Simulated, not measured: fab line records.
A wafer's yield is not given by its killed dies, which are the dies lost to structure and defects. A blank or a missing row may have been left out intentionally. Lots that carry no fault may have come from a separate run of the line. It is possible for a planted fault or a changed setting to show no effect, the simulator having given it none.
Struck lot and sound lot, side by side ; flow sky130 ; 17 out of 708 route steps
Sound: these wafers, L714.1, L714.4, L714.5. The struck wafers were L720.4, L720.5, L720.6. The cause is named last.
At each step with rows: each side's tool, then ch and its chambers, then its first start. Under that, the readings that differ: sound wafers ; struck wafers ; difference of the means ; sigmas: that difference in standard deviations of wafers without a fault.
alike: same words and numbers on both sides, and readings whose means sit less than 2 such deviations apart. not compared: any withheld reading, any reading some wafer has no value for, any bound like >300 that may hide the same value, and any number with overlapping values for which the record gives no deviation.
Wherever a step has rows on one side only, a row that says differs or no value, or a row with sigmas, the two part there. Non-overlapping numbers with no deviation appear without sigmas and do not part them. Lack of a reading on every wafer of one side parts them only where that side has two or more wafers.

first, 1 step without rows for these wafers: SKY_LDD_N_IMPLANT_15.
SKY_LDD_N_STRIP_16: strips in O2/N2.
  sound on plasmaAsher-02 ch 0,1, day 17 17:51; struck on plasmaAsher-04 ch 0,1, day 20 14:53
  alike: drypumpMotorCurrentA, oesProductAu, stripTimeToEndpointS
  not compared: rfHoursCounterH
SKY_LDD_N_TW_MEAS_17:
  sound on filmMetro-04, day 17 17:57; struck on filmMetro-01, day 20 14:59
  alike: LDD_N_TW
then, 7 steps without rows for these wafers: SKY_LDD_P_DEHYDRATE_00 (time 60 s); SKY_LDD_P_HMDS_01 (prime time 60 s); SKY_LDD_P_COAT_02 (resist thk 1140 nm); SKY_LDD_P_SOFTBAKE_03 (time 60 s); SKY_LDD_P_EXPOSE_04 (exposes mask PSDM, target cd 380 nm); SKY_LDD_P_PEB_05; SKY_LDD_P_DEVELOP_06 (develop time 60 s).
SKY_LDD_P_CD_MEAS_07: the cd target is 380 nm.
  sound on cdSem-02, day 19 00:32; struck on cdSem-01, day 21 21:14
  alike: cdNm
SKY_LDD_P_OVL_MEAS_08:
  sound on overlay-02, day 19 00:39; struck on overlay-02, day 21 21:19
reading;sound;struck;difference;sigmas
LDD_P_OVL (nm);0.6 1.0 2.0;-4.5 -3.1 -2.3;-4.5;-3
SKY_LDD_P_IMPLANT_09:
  sound on implanter-03 ch 0, day 19 00:41; struck on implanter-01 ch 0, day 21 21:24
SKY_LDD_P_STRIP_10: strips in O2/N2.
  sound on plasmaAsher-02 ch 0, day 19 00:50; struck on plasmaAsher-03 ch 0,1, day 21 21:31
  alike: drypumpMotorCurrentA, oesProductAu, stripTimeToEndpointS
  not compared: rfHoursCounterH
SKY_LDD_P_TW_MEAS_11:
  sound on filmMetro-03, day 19 00:56; struck on filmMetro-03, day 21 21:37
reading;sound;struck;difference;sigmas
LDD_P_TW;634 635 633;593 592 591;-42;-11
then, 1 step without rows for these wafers: SKY_LDD_HVN_DEHYDRATE_00 (time 60 s).
-- record jumps: 26 days separate the struck wafers' starts on either side; left off in module LDD_HVN, taken up again in module PAD_OPEN, whose first shown step is the route's number 708 --
SKY_PAD_OPEN_PROBE_99:
  sound on prober-02, day 45 19:33; struck on prober-02, day 47 16:45
reading;sound;struck;difference;sigmas
model.etest.tipP.rsOhmSq;6817 6823 6846;8760 8646 8764;+1895;
model.etest.tipP.rsOhmSqRange;157.9 204.6 193.7;2017 1960 1883;+1768;
model.etest.tipP.rsOhmSqRimLessCentre;28.52 102.4 17.53;-965.5 -1006 -904.7;-1008.2;
model.etest.pfet_01v8.driveUaUmRange;7.252 4.441 7.974;15.51 8.113 11.27;+5.08;
model.etest.pfet_01v8.vtVRange;0.01591 0.0152 0.0105;0.03373 0.03071 0.03621;+0.01968;
  alike: killed_at_M0_to_M3, killed_at_M4_up, killedAtContacts, killedAtFrontEnd, killedAtOther, killedDies, killedOpen, killedShort

## WHERE THEY PART
Last at SKY_LDD_P_TW_MEAS_11 as far as this record goes, first at SKY_LDD_P_OVL_MEAS_08. Later steps at which nothing parts them and some readings are alike: SKY_PAD_OPEN_PROBE_99.

WHY: what had been put in by the simulator
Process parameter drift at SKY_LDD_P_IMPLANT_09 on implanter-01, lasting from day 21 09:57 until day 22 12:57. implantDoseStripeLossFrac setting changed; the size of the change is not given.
